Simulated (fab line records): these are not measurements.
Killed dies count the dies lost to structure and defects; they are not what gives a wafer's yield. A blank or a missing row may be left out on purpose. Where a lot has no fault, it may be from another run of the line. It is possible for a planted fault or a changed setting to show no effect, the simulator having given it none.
The same fault as seen by 2 desks -- flow sky130 -- numbers are kept per desk, each desk with only its own; the story behind them comes last

## METROLOGY DESK
Means of the sampled wafers that have a number, per lot and without regard to the tool the lot ran on: this is what the gauges read. A lot is out of limits, marked OUT, if its mean lies more than 4 standard deviations from the usual mean; the brackets give that distance.
Columns: A = VT_ADJUST_LVTN_01_OVL at SKY_VT_ADJUST_LVTN_OVL_MEAS_18, usual -0.3 nm; B = VT_ADJUST_LVTN_2_TW at SKY_VT_ADJUST_LVTN_TW_MEAS_21, usual 189.2; C = SONOS_ONO_OVL at SKY_SONOS_ONO_OVL_MEAS_14, usual 0.2 nm
lot,first seen here,A,B,C
L546,day 7 16:58,-1.9,187.0,0.7
L548,day 8 16:28,-0.8,188.1,0.4
L549,day 8 17:04,0.7,187.4,-0.4
L550,day 8 21:25,1.6,191.0,0.6
L554,day 9 21:22,-2.2,191.4,-0.4
L557,day 10 13:01,-1.1,190.7,-0.9
L558,day 11 00:35,1.0,189.2,1.2
L559,day 11 08:26,1.7,187.5,1.9
L560,day 11 14:49,1.0,186.7,0.8
L561,day 11 21:47,0.6,188.8,1.5
L565,day 13 02:46,-0.8,191.8,1.5
L566,day 13 18:25,0.1,188.5,-0.6
L567,day 14 15:31,-1.7,193.3,2.0
L568,day 15 04:31,-2.7,188.7,-0.8
This desk's verdict: no lot among the 14 shows anything out of limits.

## AT THE TOOL OWNER'S DESK: lithoTrack-02
At SKY_SONOS_ONO_SOFTBAKE_09 (time 60 s), the tool's own readings, given per lot that ran on this tool as the mean of the sampled wafers with a number. A lot is out of limits, marked OUT, if its mean lies more than 4 standard deviations from the usual mean; the brackets give that distance.
Columns: A = heaterPowerTotalW at SKY_SONOS_ONO_SOFTBAKE_09, usual 56.59 W; B = plateTempC at SKY_SONOS_ONO_SOFTBAKE_09, usual 90.03 C
lot,first seen here,A,B
L546,day 12 03:13,56.58,89.99
L549,day 13 06:58,56.60,89.96
L554,day 14 20:00,56.61,90.01
L557,day 15 11:01,59.98 (+89) OUT,93.68 (+33) OUT
L558,day 16 01:36,59.96 (+89) OUT,93.81 (+34) OUT
L565,day 18 15:37,56.55,89.94
L566,day 19 07:10,56.58,90.06
This desk's verdict: out of limits on L557, L558, starting with L557 at day 15 11:01 (heaterPowerTotalW at SKY_SONOS_ONO_SOFTBAKE_09). In limits: L546, L549, L554, L565, L566.

## BROUGHT TOGETHER
On L557, L558, at day 15 11:01, an alarm was possible from the tool owner's desk.
Metrology desk: nothing out of limits seen.
The metrology desk has L557, L558 on record, within its limits.
All the named lots went through SKY_SONOS_ONO_SOFTBAKE_09 on lithoTrack-02.

## WHAT HAD BEEN PUT IN BY THE SIMULATOR
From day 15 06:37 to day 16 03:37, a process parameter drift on lithoTrack-02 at SKY_SONOS_ONO_SOFTBAKE_09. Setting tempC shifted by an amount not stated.
Struck lots among those shown: L557, L558.
Time in hours from fault onset to the first out-of-limits reading at each desk: the tool owner's desk, 4.
